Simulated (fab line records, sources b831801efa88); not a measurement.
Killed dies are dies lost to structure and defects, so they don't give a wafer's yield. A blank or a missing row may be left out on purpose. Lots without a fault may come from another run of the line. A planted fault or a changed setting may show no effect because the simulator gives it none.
Tool commonality check | flow gf180mcu | 13 lots, 39 wafers sampled

WHY IT WAS OPENED
At GF_LVPWELL_TW_MEAS_11 the reading LVPWELL_TW is flagged on 1 of 13 lots. Wafers without a fault read 559, standard deviation 8.
Rule: a lot is flagged when every wafer of it that has a number lies more than 4 standard deviations from that mean, or none has a number. The other lots count as sound.

lot  | measured    | on            | LVPWELL_TW, wafer by wafer | flag
L818 | day 4 02:20 | film_metro-04 | 551 550 554                |
L819 | day 4 07:50 | film_metro-04 | 553 553 551                |
L821 | day 4 20:46 | film_metro-03 | 569 569 565                |
L822 | day 5 02:36 | film_metro-03 | 30 31 30                   | FLAGGED
L824 | day 5 17:19 | film_metro-04 | 552 550 550                |
L827 | day 6 13:43 | film_metro-03 | 571 571 571                |
L828 | day 6 21:01 | film_metro-03 | 572 573 573                |
L831 | day 7 08:39 | film_metro-04 | 549 552 551                |
L832 | day 7 16:23 | film_metro-01 | 557 555 556                |
L833 | day 7 16:40 | film_metro-04 | 554 550 550                |
L834 | day 7 22:29 | film_metro-03 | 566 567 565                |
L838 | day 8 20:28 | film_metro-03 | 566 568 566                |
L840 | day 9 08:29 | film_metro-04 | 554 555 557                |
The numbers of the flagged lots are 30 on average: -529 against the usual, or -66 standard deviations.

WHICH TOOL RAN EACH LOT
The record holds 1 process step before the reading, out of a route of 602 steps. In each cell: the tool, then ch and the chambers that the sampled wafers went through, then the start.
lot  | flag    | GF_LVPWELL_EXPOSE_04
L818 |         | iline_stepper-02 ch 0, day 3 19:23
L819 |         | iline_stepper-01 ch 0, day 4 00:49
L821 |         | iline_stepper-02 ch 0, day 4 13:53
L822 | FLAGGED | iline_stepper-01 ch 0, day 4 20:05
L824 |         | iline_stepper-01 ch 0, day 5 09:52
L827 |         | iline_stepper-02 ch 0, day 6 06:01
L828 |         | iline_stepper-02 ch 0, day 6 13:04
L831 |         | iline_stepper-01 ch 0, day 7 00:34
L832 |         | iline_stepper-02 ch 0, day 7 08:01
L833 |         | iline_stepper-01 ch 0, day 7 08:15
L834 |         | iline_stepper-01 ch 0, day 7 14:17
L838 |         | iline_stepper-02 ch 0, day 8 11:56
L840 |         | iline_stepper-02 ch 0, day 8 23:55
What these steps do:
- GF_LVPWELL_EXPOSE_04: exposes mask LVPWELL, target cd 600 nm.
- GF_LVPWELL_TW_MEAS_11

FLAGGED OVER TOTAL, TOOL BY TOOL (the gauges that took the reading come last)
step                  | tool             | lots run | flagged | share of the flagged lots | sound lots run after its first flagged lot
GF_LVPWELL_EXPOSE_04  | iline_stepper-01 | 6        | 1       | all                       | 4 (L824,L831,L833,L834)
GF_LVPWELL_EXPOSE_04  | iline_stepper-02 | 7        | 0       | none                      | -
GF_LVPWELL_TW_MEAS_11 | film_metro-01    | 1        | 0       | none                      | -
GF_LVPWELL_TW_MEAS_11 | film_metro-03    | 6        | 1       | all                       | 4 (L827,L828,L834,L838)
GF_LVPWELL_TW_MEAS_11 | film_metro-04    | 6        | 0       | none                      | -

WHAT THE TABLE ALLOWS
2 rows of the table ran every flagged lot: iline_stepper-01 at GF_LVPWELL_EXPOSE_04, film_metro-03 at GF_LVPWELL_TW_MEAS_11.
- iline_stepper-01 at GF_LVPWELL_EXPOSE_04: 1 of its 6 lots flagged. Sound lots ran on it after the first flagged one (L824, L831, L833, L834), which a lasting fault on the whole tool wouldn't allow.
- film_metro-03 at GF_LVPWELL_TW_MEAS_11: 1 of its 6 lots flagged. Sound lots ran on it after the first flagged one (L827, L828, L834, L838), which a lasting fault on the whole tool wouldn't allow.
No row of the table ran every flagged lot and no sound lot after the first.

WHAT THE SIMULATOR HAD PUT IN
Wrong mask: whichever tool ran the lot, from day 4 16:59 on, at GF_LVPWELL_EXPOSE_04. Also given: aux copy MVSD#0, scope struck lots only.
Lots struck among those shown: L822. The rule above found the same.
